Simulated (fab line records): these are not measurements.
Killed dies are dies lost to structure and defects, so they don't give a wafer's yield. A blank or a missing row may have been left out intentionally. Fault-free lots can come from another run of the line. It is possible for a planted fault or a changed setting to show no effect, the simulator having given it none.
Chamber matching + flow gf180mcu + GF_V4_CMP_26 on cmp-01: 4 sister chambers
The step polishes, stops on SiO2, t overpolish 15 s, target thk 0 nm. 8 wafers are shown with their chamber, then 8 later ones without.

WAFERS PAIRED WITH THEIR CHAMBERS
| wafer  | chamber | motor current A (A) | time to endpoint s (s) |
|--------|---------|---------------------|------------------------|
| L601.3 | 2       | 12.4                | 85.3                   |
| L602.3 | 0       | 11.0                | 86.3                   |
| L603.1 | 2       | 12.4                | 85.0                   |
| L603.3 | 1       | 11.6                | 86.9                   |
| L605.2 | 0       | 10.8                | 91.3                   |
| L605.3 | 3       | 10.7                | 87.9                   |
| L605.6 | 1       | 12.1                | 86.5                   |
| L606.1 | 3       | 11.2                | 81.4                   |

WAFERS WITHOUT THEIR CHAMBER
| wafer  | motor current A (A) | time to endpoint s (s) |
|--------|---------------------|------------------------|
| L606.3 | 10.3                | 84.9                   |
| L606.6 | 10.6                | 88.1                   |
| L608.3 | 10.6                | 86.2                   |
| L608.5 | 12.3                | 88.5                   |
| L608.6 | 11.7                | 85.7                   |
| L620.1 | 12.0                | 87.8                   |
| L620.3 | 11.8                | 87.5                   |
| L620.4 | 10.9                | 86.6                   |

WHICH CHAMBER EACH WENT THROUGH
| wafer  | from the rows above     | in truth |
|--------|-------------------------|----------|
| L606.3 | can't be placed: 3 or 0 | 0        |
| L606.6 | can't be placed: 0 or 3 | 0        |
| L608.3 | can't be placed: 3 or 0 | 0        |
| L608.5 | can't be placed: 2 or 1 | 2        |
| L608.6 | 1                       | 1        |
| L620.1 | can't be placed: 1 or 2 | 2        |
| L620.3 | 1                       | 1        |
| L620.4 | can't be placed: 3 or 0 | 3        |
Placed correctly: 2 of 8. From these rows, 6 cannot be placed; in 6 the true chamber is one of the candidates. Wrongly placed: 0.
How it was worked out, from the rows above alone: a wafer's distance from a chamber is the root of the sum, over the readings, of the square of ((its reading less the chamber's mean) divided by the reading's scatter). The wafer belongs to the nearest chamber; if the next one is less than 2 further off, it can't be placed. For every chamber, the mean is computed from those of its wafers that are shown. The scatter: take each reading less its chamber's mean, square it, sum over the shown wafers, divide by the number of wafers less the number of chambers, and take the root.
